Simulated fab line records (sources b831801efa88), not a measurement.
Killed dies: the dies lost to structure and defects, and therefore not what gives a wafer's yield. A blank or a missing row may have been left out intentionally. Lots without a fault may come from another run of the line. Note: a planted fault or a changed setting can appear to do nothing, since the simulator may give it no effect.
A lot that was struck, set against a sound lot :: flow sky130 :: 15 steps out of a route of 708
Sound: wafers L419.2, L419.4, L419.5. The struck wafers were L426.2, L426.4, L426.6. The cause is named last.
Per side, at each step with rows, come the tool, then ch with its chambers, and then its first start. Under that, the readings that differ: sound wafers :: struck wafers :: difference of the means :: sigmas: that difference in standard deviations of wafers without a fault.
alike: words and numbers the same on both sides, and readings whose means are apart by under 2 such deviations; not compared: readings that were withheld, readings missing a value for some wafer, numbers with overlapping values and no deviation given by the record, and bounds like >300 which may hide the same value.
Wherever a step has rows on one side only, a row that says differs or no value, or a row with sigmas, the two part there. Non-overlapping numbers with no deviation appear without sigmas and do not part them. A reading missing from all wafers of one side parts the sides only when that side holds two or more wafers.

SKY_FIELD_ISO_ETCH_14: etches BARC in N2/H2, stops on SiO2, time 45.9 s, target depth 60 nm.
  sound on rie diel-04 ch 0,1,2, day 3 10:52; struck on rie diel-01 ch 1,2, day 5 00:59
reading: drypump motor current A (A)
sound: 6.0 5.4 6.0
struck: 4.7 5.2 4.7
difference: -0.9
sigmas: -2

reading: throttle valve pct (%)
sound: 13.236 13.241 13.241
struck: 13.220 13.216 13.220
difference: -0.021
sigmas: -2
  alike: oes product au, rf fwd power W
  not compared: rf hours counter h
SKY_FIELD_ISO_ETCH_15: etches the open film in CHF3/O2, stops on Si, target depth 180 nm, time 72 s.
  sound on rie diel-04 ch 0,1,2, day 3 10:54; struck on rie diel-01 ch 1,2, day 5 01:02
  alike: drypump motor current A, oes product au, rf fwd power W, throttle valve pct
  not compared: rf hours counter h
SKY_FIELD_ISO_STRIP_16: strips in O2/N2.
  sound on plasma asher-03 ch 0, day 3 10:57; struck on plasma asher-03 ch 0,1, day 5 01:05
  alike: drypump motor current A, oes product au, strip time to endpoint s
  not compared: rf hours counter h
SKY_FIELD_ISO_ETCH_17: etches Si in HBr/Cl2/O2, target depth 342 nm, time 97.7 s.
  sound on rie si-01 ch 0,1,3, day 3 11:03; struck on rie si-02 ch 0,1,3, day 5 01:11
  alike: drypump motor current A, oes product au, rf fwd power W, throttle valve pct
  not compared: rf hours counter h
then, 5 steps without rows for these wafers: SKY_FIELD_ISO_WET_ETCH_18 (etches Si3N4 in H3PO4, target depth 25 nm, time 286 s); SKY_FIELD_ISO_CLEAN_19 (cleans in SC1/SC2, time 150 s); SKY_FIELD_ISO_CLEAN_20 (cleans in dHF, time 20 s); SKY_FIELD_ISO_WET_ETCH_21 (etches SiO2 in dHF, target depth 20 nm, time 400 s); SKY_FIELD_ISO_OXIDATION_22 (stabilise 600 s, purge 300 s, target thk 10 nm).
SKY_FIELD_ISO_THK_MEAS_23:
  sound on film metro-04 at day 3 13:32; struck on film metro-03 at day 5 04:16
  alike: FIELD_ISO_OXIDATION_01_THK
then, 1 step without rows for these wafers: SKY_FIELD_ISO_CVD_24 (deposits SiO2, target thk 595 nm, time 99.2 s).
SKY_FIELD_ISO_THK_MEAS_25:
  sound on film metro-02 at day 3 13:40; struck on film metro-04 at day 5 04:23
  alike: FIELD_ISO_CVD_24_THK
SKY_FIELD_ISO_ANNEAL_26: time 1800 s.
  sound on furnace-02 ch 0, day 3 14:55; struck on furnace-02 ch 0, day 5 13:58
  alike: spike tc centre C
SKY_FIELD_ISO_CMP_27: polishes, stops on Si3N4, t overpolish 16 s, target thk 457.8 nm.
  sound on cmp-01 ch 0,3, day 3 16:25; struck on cmp-02 ch 0,3, day 5 15:28
  alike: edge zone pressure frac, motor current A, overpolish run s, time to endpoint s
-- here the record skips 44 days between the struck wafers' starts before and after, leaving off in module FIELD_ISO and picking up in module PAD_OPEN (first step shown: number 708 of the route) --
SKY_PAD_OPEN_PROBE_99:
  sound on prober-02 at day 46 22:14; struck on prober-01 at day 49 03:46
  alike: killed_at_M0_to_M3, killed_at_M4_up, killed at contacts, killed at front end, killed at other, killed dies, killed open, killed short

## WHERE THEY PART
Within this record, at SKY_FIELD_ISO_ETCH_14 only. Later steps at which nothing parts them and some readings are alike: SKY_FIELD_ISO_ETCH_15, SKY_FIELD_ISO_STRIP_16, SKY_FIELD_ISO_ETCH_17, SKY_FIELD_ISO_THK_MEAS_23, SKY_FIELD_ISO_THK_MEAS_25, SKY_FIELD_ISO_ANNEAL_26, SKY_FIELD_ISO_CMP_27, SKY_PAD_OPEN_PROBE_99.

WHY: whatever the simulator had introduced
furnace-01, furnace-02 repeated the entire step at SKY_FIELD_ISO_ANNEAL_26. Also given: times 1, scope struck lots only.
